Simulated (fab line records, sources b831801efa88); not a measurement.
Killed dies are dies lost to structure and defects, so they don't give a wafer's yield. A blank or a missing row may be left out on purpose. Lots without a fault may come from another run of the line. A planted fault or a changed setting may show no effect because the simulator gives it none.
Which tool did it? | flow sky130 | 12 lots, 36 wafers sampled, at 5 steps of a route of 708

WHAT THE GAUGES READ, wafer by wafer
SKY_VT_ADJUST_HVTP_CD_MEAS_07: target cd 380 nm.
lot  | measured     | on        | cd_nm (nm)
L623 | day 6 00:33  | cd_sem-01 | 380.7 379.8 382.5
L624 | day 6 07:08  | cd_sem-02 | 384.3 384.7 385.3
L626 | day 6 19:06  | cd_sem-02 | 385.8 383.1 383.9
L627 | day 7 04:28  | cd_sem-01 | 382.7 380.9 381.1
L628 | day 7 08:56  | cd_sem-01 | 380.7 378.9 383.6
L629 | day 7 16:36  | cd_sem-01 | 381.0 382.6 381.0
L633 | day 8 15:01  | cd_sem-02 | 378.4 377.9 377.8
L634 | day 9 03:33  | cd_sem-01 | 379.8 382.0 379.9
L635 | day 9 09:33  | cd_sem-01 | 381.9 382.1 381.5
L636 | day 9 18:49  | cd_sem-01 | 378.3 377.3 376.5
L643 | day 11 11:46 | cd_sem-01 | 381.7 380.6 380.7
L646 | day 12 01:42 | cd_sem-01 | 381.1 379.7 381.9

SKY_VT_ADJUST_LVTN_TW_MEAS_10.
lot  | measured     | on            | VT_ADJUST_LVTN_TW
L623 | day 6 20:05  | film_metro-03 | 239.8 239.2 240.0
L624 | day 7 02:27  | film_metro-01 | 240.3 240.8 241.5
L626 | day 7 15:23  | film_metro-04 | 241.1 241.0 240.0
L627 | day 8 01:11  | film_metro-03 | 240.6 241.1 240.8
L628 | day 8 06:04  | film_metro-01 | 242.1 242.6 241.0
L629 | day 8 13:48  | film_metro-01 | 241.7 240.7 240.8
L633 | day 9 13:09  | film_metro-03 | 242.4 242.3 240.6
L634 | day 10 01:50 | film_metro-04 | 261.2 260.6 259.8 259.1 260.6 260.1
L635 | day 10 08:02 | film_metro-03 | 240.2 240.5 240.6
L636 | day 10 17:26 | film_metro-01 | 259.5 260.7 258.6 259.6 259.4 261.5
L643 | day 12 11:39 | film_metro-03 | 242.2 241.6 240.9
L646 | day 13 03:27 | film_metro-04 | 242.4 242.1 243.2

WHICH TOOL RAN EACH LOT (tool, then ch and the chambers of the sampled wafers, then the start)
lot  | SKY_NWELL_STRIP_14                   | SKY_NWELL_RTA_28                 | SKY_VT_ADJUST_LVTN_IMPLANT_08
L623 | plasma_asher-04 ch 0,1, day 4 12:50  | rtp_anneal-01 ch 0, day 5 06:04  | implanter-03 ch 0, day 6 19:50
L624 | plasma_asher-01 ch 0,1, day 4 19:26  | rtp_anneal-01 ch 0, day 5 12:53  | implanter-01 ch 0, day 7 02:13
L626 | plasma_asher-01 ch 0,1, day 5 05:20  | rtp_anneal-02 ch 0, day 6 00:16  | implanter-01 ch 0, day 7 15:08
L627 | plasma_asher-03 ch 0,1, day 5 14:05  | rtp_anneal-01 ch 0, day 6 08:44  | implanter-02 ch 0, day 8 00:56
L628 | plasma_asher-03 ch 0,1, day 5 18:28  | rtp_anneal-01 ch 0, day 6 13:38  | implanter-01 ch 0, day 8 05:51
L629 | plasma_asher-01 ch 0,1, day 6 01:02  | rtp_anneal-02 ch 0, day 6 20:32  | implanter-03 ch 0, day 8 13:33
L633 | plasma_asher-01 ch 0,1, day 6 21:55  | rtp_anneal-02 ch 0, day 7 17:59  | implanter-02 ch 0, day 9 12:56
L634 | plasma_asher-01 ch 0,1, day 7 09:17  | rtp_anneal-01 ch 0, day 8 05:42  | implanter-03 ch 0, day 10 01:35
L635 | plasma_asher-01 ch 1, day 7 14:53    | rtp_anneal-01 ch 0, day 8 11:58  | implanter-01 ch 0, day 10 07:47
L636 | plasma_asher-03 ch 0,1, day 7 23:50  | rtp_anneal-02 ch 0, day 8 21:05  | implanter-03 ch 0, day 10 17:11
L643 | plasma_asher-03 ch 0,1, day 9 14:56  | rtp_anneal-01 ch 0, day 10 13:37 | implanter-01 ch 0, day 12 11:25
L646 | plasma_asher-03 ch 0,1, day 10 04:27 | rtp_anneal-02 ch 0, day 11 02:41 | implanter-01 ch 0, day 13 03:12
- SKY_NWELL_STRIP_14: strips in O2/N2.
- SKY_NWELL_RTA_28: time 30 s.
- SKY_VT_ADJUST_LVTN_IMPLANT_08

WHAT THE TOOLS THEMSELVES READ (means of the sampled wafers that have a number; where no wafer has one, the mark that the record gives instead)
SKY_NWELL_STRIP_14.
lot  | tool            | drypump_motor_current_A (A) | oes_product_au (a.u.) | strip_time_to_endpoint_s (s)
L623 | plasma_asher-04 | 5.44                        | 0.721                 | 37.06
L624 | plasma_asher-01 | 5.47                        | 0.722                 | 37.03
L626 | plasma_asher-01 | 5.45                        | 0.721                 | 36.84
L627 | plasma_asher-03 | 5.69                        | 0.725                 | 37.12
L628 | plasma_asher-03 | 5.83                        | 0.724                 | 37.10
L629 | plasma_asher-01 | 5.49                        | 0.722                 | 37.05
L633 | plasma_asher-01 | 5.46                        | 0.719                 | 36.94
L634 | plasma_asher-01 | 5.45                        | 0.726                 | 36.89
L635 | plasma_asher-01 | 5.50                        | 0.724                 | 36.92
L636 | plasma_asher-03 | 5.82                        | 0.722                 | 36.95
L643 | plasma_asher-03 | 5.85                        | 0.722                 | 36.82
L646 | plasma_asher-03 | 5.84                        | 0.721                 | 36.90

SKY_NWELL_RTA_28.
lot  | tool          | lamp_power_pct (%) | wafer_temp_C_max
L623 | rtp_anneal-01 | 25.36              | 1055.2
L624 | rtp_anneal-01 | 25.24              | 1054.5
L626 | rtp_anneal-02 | 25.30              | 1055.6
L627 | rtp_anneal-01 | 25.25              | 1054.8
L628 | rtp_anneal-01 | 25.33              | 1055.9
L629 | rtp_anneal-02 | 25.33              | 1054.7
L633 | rtp_anneal-02 | 25.29              | 1055.4
L634 | rtp_anneal-01 | 25.26              | 1054.8
L635 | rtp_anneal-01 | 25.28              | 1054.5
L636 | rtp_anneal-02 | 25.35              | 1054.3
L643 | rtp_anneal-01 | 25.40              | 1055.5
L646 | rtp_anneal-02 | 25.26              | 1054.6

SKY_VT_ADJUST_LVTN_IMPLANT_08.
lot  | tool         | dose_ions_cm2 | faraday_current_uA
L623 | implanter-03 | 1.57e+12      | 8.88
L624 | implanter-01 | 1.57e+12      | 8.92
L626 | implanter-01 | 1.57e+12      | 8.77
L627 | implanter-02 | 1.57e+12      | 8.98
L628 | implanter-01 | 1.57e+12      | 8.60
L629 | implanter-03 | 1.57e+12      | 8.76
L633 | implanter-02 | 1.57e+12      | 8.83
L634 | implanter-03 | 1.99e+12      | 11.20
L635 | implanter-01 | 1.57e+12      | 8.67
L636 | implanter-03 | 1.99e+12      | 11.14
L643 | implanter-01 | 1.57e+12      | 9.05
L646 | implanter-01 | 1.57e+12      | 8.85

THE ANSWER, worked out from the rows above alone
Rule: what is usual is taken from the lots themselves. Put in order of their means at a reading, lots are off if they are a third of the lots or fewer, leave a main group of 4 or more, and stand apart from it by a gap of 3 or more times the standard deviation of the main group's means; of several such gaps the widest counts. A main group whose means are all the same, to the digits that the tables above print for the reading, isn't used. A lot without any number at a reading at which 4 lots or more have one is off too. The other lots that the step has rows for count as sound. The gauges are gone through in route order, then the tools' own readings, and for those a lot's mean is taken as printed above. The first step at which some lot is off is used, and at that step the reading that is off furthest; a lot without a number counts as furthest.
Off: L634, L636, at SKY_VT_ADJUST_LVTN_TW_MEAS_10 (VT_ADJUST_LVTN_TW). The main group: mean 241.1, standard deviation 0.79.
A tool fits if, at a process step before that reading, it ran every lot that is off, and no sound lot after the first of them. The gauges at SKY_VT_ADJUST_LVTN_TW_MEAS_10 aren't tried: what is off there is off at SKY_VT_ADJUST_LVTN_IMPLANT_08 too, on other tools, and a gauge's error can't cause that. One fits: implanter-03 at SKY_VT_ADJUST_LVTN_IMPLANT_08. Its last sound lot is L629 (day 8 13:33), its first lot that is off L634 (day 10 01:35): a fault that began between those two fits.
The tool's own readings at SKY_VT_ADJUST_LVTN_IMPLANT_08 bear it out: on the lots that are off they differ by more than 5 times the standard deviation of the sound lots' means. dose_ions_cm2 reads 1.99e+12 there against 1.57e+12 on the sound lots; faraday_current_uA reads 11.17 there against 8.83 on the sound lots.

WHAT THE SIMULATOR HAD PUT IN
Process parameter drift: implanter-03, from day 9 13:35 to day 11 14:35, at SKY_VT_ADJUST_LVTN_IMPLANT_08. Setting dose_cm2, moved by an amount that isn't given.
Lots struck among those shown: L634, L636. The rule above found the same.
